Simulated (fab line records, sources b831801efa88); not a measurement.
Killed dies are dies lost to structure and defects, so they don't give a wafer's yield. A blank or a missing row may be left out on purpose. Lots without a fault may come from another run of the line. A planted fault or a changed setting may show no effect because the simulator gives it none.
fab line records | flow sky130
record lots=12 wafers=36 last_day=50
route steps=708 shown FIELD_ISO@26 POLY_GATE@213 RES_PROTECT@214 POLY_CUT@316 CONTACT@421
lots that met no fault: from a run of the same line without faults
start_h: hours from the record's first day to the start of the lot's first wafer shown | wait_h: hours since the lot's step before | " the same as in the row above | L1.1+2: a row that stands for several wafers | - no value, or no start given | * or withheld: withheld | < > ~ a bound
route shown NAME@n: a module of which the file shows steps, and the number in the route of the first | usual: mean/standard deviation of fault-free wafers | same: alike in all rows | chamber/n: place in a boat | sites: the reading at each site | _std_site: their standard deviation | _edge_site: outer sites' mean less inner sites' | radius_mm: how far each site lies from the wafer's centre | mask NAME#n: copy n | behind: the tool/chamber that last shaped the wafer | hold: why the lot was held/for how many hours/how that ended | device: the transistor (n, p or np) that didn't switch | end of line: the same wafers' tests at the end of the route | a step without rows: its recipe alone | killed: dies lost to structure and defects at the first sort, not the wafer's yield | map: a wafer's dies, x killed, . not, _ none there
set.NAME: the setting as run; set.NAME@STEP: as run at that earlier step | model.NAME: the simulator's own value behind a step, which no gauge read
steps of the route over a sample of lots; a table a step, a row a wafer
services: from which hour (start_h, from the record's first day; less than 0 if before it) a tool's chamber was out of use, for how many hours, and why
## steps
# step SKY_FIELD_ISO_THK_MEAS_25
# recipe reads=SiO2_of_FIELD_ISO_CVD_24
# usual FIELD_ISO_CVD_24_THK=595/8.5
# columns lot.wafer tool chamber start_h wait_h FIELD_ISO_CVD_24_THK[nm]
L214.1 film_metro-04 - 39.00 0.0 588
L214.5 " - " " 588
L214.6 " - " " 608
L215.1 film_metro-02 - 44.03 0.0 597
L215.3 " - " " 582
L215.5 " - " " 581
L217.2 film_metro-02 - 57.29 0.0 603
L217.5 " - " " 572
L217.6 " - " " 587
L218.2 film_metro-04 - 58.46 0.0 598
L218.4 " - " " 602
L218.6 " - " " 593
L219.2 film_metro-01 - 62.48 0.0 593
L219.3 " - " " 585
L219.6 " - " " 590
L220.2 film_metro-04 - 67.95 0.0 599
L220.5 " - " " 598
L220.6 " - " " 601
L223.4 film_metro-02 - 82.97 0.0 601
L223.5 " - " " 606
L223.6 " - " " 607
L226.1 film_metro-04 - 101.46 0.0 599
L226.3 " - " " 601
L226.6 " - " " 605
L228.2 film_metro-02 - 110.76 0.0 599
L228.3 " - " " 605
L228.6 " - " " 596
L233.3 film_metro-04 - 134.91 0.1 589
L233.5 " - " " 583
L233.6 " - " " 584
L234.2 film_metro-02 - 141.89 0.0 599
L234.4 " - " " 593
L234.5 " - " " 592
L236.1 film_metro-02 - 154.21 0.0 598
L236.5 " - " " 598
L236.6 " - " " 590
# step SKY_POLY_GATE_IMPLANT_02
# recipe species=P energy_kev=30 dose_cm2=7.7e+15 tilt_deg=0
# usual beam_on_s=33.6/2.6 dose_ions_cm2=7.7e+15/8.8e+12 end_station_pressure_torr=1.13e-05/1e-06
# same implant_ion_amu=31
# columns lot.wafer tool chamber start_h wait_h beam_on_s dose_ions_cm2 end_station_pressure_torr
L214.1 implanter-02 0 350.51 0.1 36.1 7.706e+15 1.1e-05
L214.5 " 0 " " 35.2 7.702e+15 1.16e-05
L214.6 " 0 " " 34.5 7.707e+15 1.1e-05
L215.1 implanter-01 0 359.39 0.1 29.9 7.705e+15 1.19e-05
L215.3 " 0 " " 29.3 7.705e+15 1.18e-05
L215.5 " 0 " " 29.5 7.717e+15 1.35e-05
L217.2 implanter-02 0 382.24 0.1 35.0 7.707e+15 9.2e-06
L217.5 " 0 " " 34.8 7.691e+15 1.07e-05
L217.6 " 0 " " 34.8 7.702e+15 1.1e-05
L218.2 implanter-04 0 383.82 0.1 35.6 7.694e+15 1.17e-05
L218.4 " 0 " " 34.9 7.718e+15 1.04e-05
L218.6 " 0 " " 35.5 7.704e+15 1.09e-05
L219.2 implanter-01 0 389.17 0.1 29.8 7.692e+15 1.23e-05
L219.3 " 0 " " 30.3 7.7e+15 1.33e-05
L219.6 " 0 " " 30.1 7.702e+15 1.35e-05
L220.2 implanter-04 0 400.13 0.1 36.5 7.693e+15 1.09e-05
L220.5 " 0 " " 35.3 7.702e+15 1.06e-05
L220.6 " 0 " " 34.4 7.684e+15 1.13e-05
L223.4 implanter-02 0 424.79 0.1 35.2 7.696e+15 1.15e-05
L223.5 " 0 " " 34.0 7.702e+15 1.15e-05
L223.6 " 0 " " 34.5 7.684e+15 1.05e-05
L226.1 implanter-04 0 460.29 0.1 65.1 1.4475e+16 8.7e-06
L226.3 " 0 " " 66.2 1.4479e+16 8e-06
L226.6 " 0 " " 66.1 1.4474e+16 8.8e-06
L228.2 implanter-04 0 472.09 0.1 66.5 1.4469e+16 8.5e-06
L228.3 " 0 " " 66.6 1.4455e+16 9.1e-06
L228.6 " 0 " " 66.7 1.4443e+16 9.3e-06
L233.3 implanter-01 0 508.86 0.1 30.5 7.714e+15 1.25e-05
L233.5 " 0 " " 29.4 7.692e+15 1.27e-05
L233.6 " 0 " " 29.7 7.703e+15 1.16e-05
L234.2 implanter-01 0 517.33 0.1 29.7 7.692e+15 1.31e-05
L234.4 " 0 " " 30.2 7.679e+15 1.3e-05
L234.5 " 0 " " 28.4 7.689e+15 1.28e-05
L236.1 implanter-02 0 542.21 0.1 36.2 7.713e+15 9.5e-06
L236.5 " 0 " " 35.1 7.704e+15 1.03e-05
L236.6 " 0 " " 35.1 7.72e+15 1.03e-05
# step SKY_RES_PROTECT_STRIP_07
# recipe chemistry=O2/N2 power_w=1400 pressure_mtorr=1500 platen_temp_c=withheld o2_flow_sccm=3000 n2_flow_sccm=300 overash_fraction=0.5
# usual drypump_motor_current_A=6.0/0.49 oes_product_au=0.518/0.0043 strip_time_to_endpoint_s=23.29/0.04
# columns lot.wafer tool chamber start_h wait_h drypump_motor_current_A oes_product_au rf_hours_counter_h strip_time_to_endpoint_s
L214.1 plasma_asher-03 0 350.66 0.1 5.7 0.521 55 23.25
L214.5 " 0 " " 5.8 0.516 - 23.28
L214.6 " 1 " " 5.7 0.517 - 23.27
L215.1 plasma_asher-02 1 359.54 0.1 5.8 0.518 71 23.30
L215.3 " 1 " " 5.8 0.517 - 23.31
L215.5 " 0 " " 6.8 0.513 - 23.28
L217.2 plasma_asher-04 0 382.36 0.1 6.0 0.519 62 23.28
L217.5 " 0 " " 6.1 0.525 - 23.29
L217.6 " 1 " " 5.4 0.518 - 23.29
L218.2 plasma_asher-02 0 383.94 0.1 6.8 0.516 73 23.30
L218.4 " 1 " " 5.7 0.513 - 23.33
L218.6 " 0 " " 6.8 0.522 - 23.34
L219.2 plasma_asher-03 0 389.29 0.1 5.7 0.517 58 23.31
L219.3 " 1 " " 5.7 0.514 - 23.28
L219.6 " 1 " " 5.7 0.521 - 23.28
L220.2 plasma_asher-04 0 400.26 0.1 6.0 0.521 64 23.26
L220.5 " 0 " " 6.0 0.518 - 23.26
L220.6 " 1 " " 5.4 0.517 - 23.20
L223.4 plasma_asher-04 1 424.89 0.1 5.4 0.523 - 23.29
L223.5 " 0 " " 6.0 0.523 - 23.28
L223.6 " 1 " " 5.4 0.524 - 23.28
L226.1 plasma_asher-04 1 460.44 0.1 5.4 0.495 71 25.02
L226.3 " 1 " " 5.4 0.492 - 25.00
L226.6 " 0 " " 6.0 0.496 - 25.03
L228.2 plasma_asher-04 0 472.21 0.1 6.0 0.493 72 25.05
L228.3 " 1 " " 5.4 0.504 - 25.07
L228.6 " 1 " " 5.4 0.491 - 25.04
L233.3 plasma_asher-02 0 508.99 0.1 6.7 0.513 - 23.25
L233.5 " 0 " " 6.8 0.514 - 23.27
L233.6 " 1 " " 5.8 0.516 - 23.33
L234.2 plasma_asher-02 1 517.46 0.1 5.8 0.512 7 23.30
L234.4 " 0 " " 6.8 0.520 - 23.28
L234.5 " 0 " " 6.8 0.520 - 23.29
L236.1 plasma_asher-04 0 542.36 0.1 6.1 0.519 79 23.26
L236.5 " 0 " " 6.0 0.521 - 23.36
L236.6 " 1 " " 5.4 0.514 - 23.33
# step SKY_POLY_CUT_OVL_MEAS_09
# usual POLY_CUT_OVL=0/5.9
# columns lot.wafer tool chamber start_h wait_h POLY_CUT_OVL[nm]
L214.1 overlay-02 - 569.05 0.1 -11
L214.5 " - " " -11
L214.6 " - " " 5
L215.1 overlay-02 - 577.93 0.1 4
L215.3 " - " " -2
L215.5 " - " " 0
L217.2 overlay-01 - 604.59 0.1 -5
L217.5 " - " " 5
L217.6 " - " " -5
L218.2 overlay-01 - 607.27 0.1 -12
L218.4 " - " " -6
L218.6 " - " " -4
L219.2 overlay-02 - 609.24 0.1 -1
L219.3 " - " " -1
L219.6 " - " " -2
L220.2 overlay-02 - 619.79 0.1 -9
L220.5 " - " " 1
L220.6 " - " " -4
L223.4 overlay-02 - 641.28 0.1 2
L223.5 " - " " 0
L223.6 " - " " 6
L228.2 overlay-01 - 701.59 0.1 -5
L228.3 " - " " 0
L228.6 " - " " -1
L226.1 overlay-01 - 701.87 0.1 -4
L226.3 " - " " -7
L226.6 " - " " 2
L233.3 overlay-02 - 718.35 0.1 16
L233.5 " - " " 16
L233.6 " - " " 2
L234.2 overlay-01 - 727.54 0.1 8
L234.4 " - " " 6
L234.5 " - " " -7
L236.1 overlay-01 - 748.86 0.1 0
L236.5 " - " " -1
L236.6 " - " " 4
# step SKY_CONTACT_OVL_MEAS_15
# usual CONTACT_OVL=1/6.4
# columns lot.wafer tool chamber start_h wait_h CONTACT_OVL[nm]
L214.1 overlay-01 - 744.91 0.1 -1
L214.5 " - " " 1
L214.6 " - " " -6
L215.1 overlay-01 - 752.78 0.1 0
L215.3 " - " " 16
L215.5 " - " " 11
L217.2 overlay-01 - 775.37 0.1 0
L217.5 " - " " 8
L217.6 " - " " 5
L218.2 overlay-02 - 778.82 0.1 -2
L218.4 " - " " -6
L218.6 " - " " -6
L219.2 overlay-01 - 779.52 0.1 -8
L219.3 " - " " -6
L219.6 " - " " -10
L220.2 overlay-01 - 789.94 0.1 10
L220.5 " - " " 10
L220.6 " - " " 15
L223.4 overlay-01 - 812.85 0.1 -8
L223.5 " - " " -11
L223.6 " - " " -6
L228.2 overlay-02 - 866.89 0.1 -3
L228.3 " - " " -2
L228.6 " - " " -1
L226.1 overlay-02 - 868.26 0.1 1
L226.3 " - " " -5
L226.6 " - " " -6
L233.3 overlay-01 - 882.83 0.1 1
L233.5 " - " " 1
L233.6 " - " " 6
L234.2 overlay-01 - 897.14 0.1 0
L234.4 " - " " -8
L234.5 " - " " -12
L236.1 overlay-01 - 912.52 0.1 -7
L236.5 " - " " -4
L236.6 " - " " -4
## services
# columns tool chamber start_h hours kind
implanter-04 - 327.19 5.4 pm
plasma_asher-04 - 357.79 2.8 pm
implanter-02 - 357.79 2.5 repair
plasma_asher-03 - 360.61 0.7 repair
plasma_asher-02 - 400.01 0.5 repair
plasma_asher-02 - 407.01 7.8 repair
implanter-04 - 409.11 0.7 repair
plasma_asher-02 - 415.18 1.6 repair
plasma_asher-02 - 421.25 9.0 pm
implanter-01 - 422.51 3.6 repair
implanter-02 - 426.87 1.9 repair
implanter-04 - 433.82 1.1 repair
plasma_asher-02 - 444.50 2.8 pm
plasma_asher-02 - 447.96 14.6 pm
implanter-01 - 468.08 1.7 repair
implanter-04 - 469.52 2.5 repair
implanter-01 - 480.02 2.5 repair
implanter-01 - 496.41 5.7 repair
implanter-04 - 497.16 1.4 repair
implanter-04 - 505.65 5.3 repair
implanter-04 - 519.97 2.2 repair
implanter-02 - 520.69 7.1 pm
plasma_asher-03 - 532.04 1.2 repair
implanter-01 - 539.62 1.3 repair
## key
first_sign step=SKY_POLY_GATE_IMPLANT_02 reading=dose_ions_cm2 direction=up sigmas=99+ usual=* struck=*
effect step=SKY_POLY_GATE_IMPLANT_02 reading=beam_on_s direction=up sigmas=12 usual=33.6 struck=66.2
effect step=SKY_RES_PROTECT_STRIP_07 reading=strip_time_to_endpoint_s direction=up sigmas=44 usual=* struck=*
met_at SKY_POLY_GATE_IMPLANT_02
struck_lots L226,L228
tester_left_out L226,L228
not_acting_at SKY_FIELD_ISO_THK_MEAS_25,SKY_POLY_CUT_OVL_MEAS_09,SKY_CONTACT_OVL_MEAS_15
onset_between 400.13 460.29
fault kind=process_parameter_drift tool=implanter-04 chamber=- onset_h=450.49 steps=SKY_POLY_GATE_IMPLANT_02 channel=dose_cm2 offset=* shape=step end_h=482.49 acts_in=* stated=*
# tester_left_out: of these lots the tester's yield and bins aren't shown, on N5 and GAA mostly nor the transistor test; their killed dies are dies lost to structure and defects alone, not to doping, threshold or leakage, so they don't give the yield
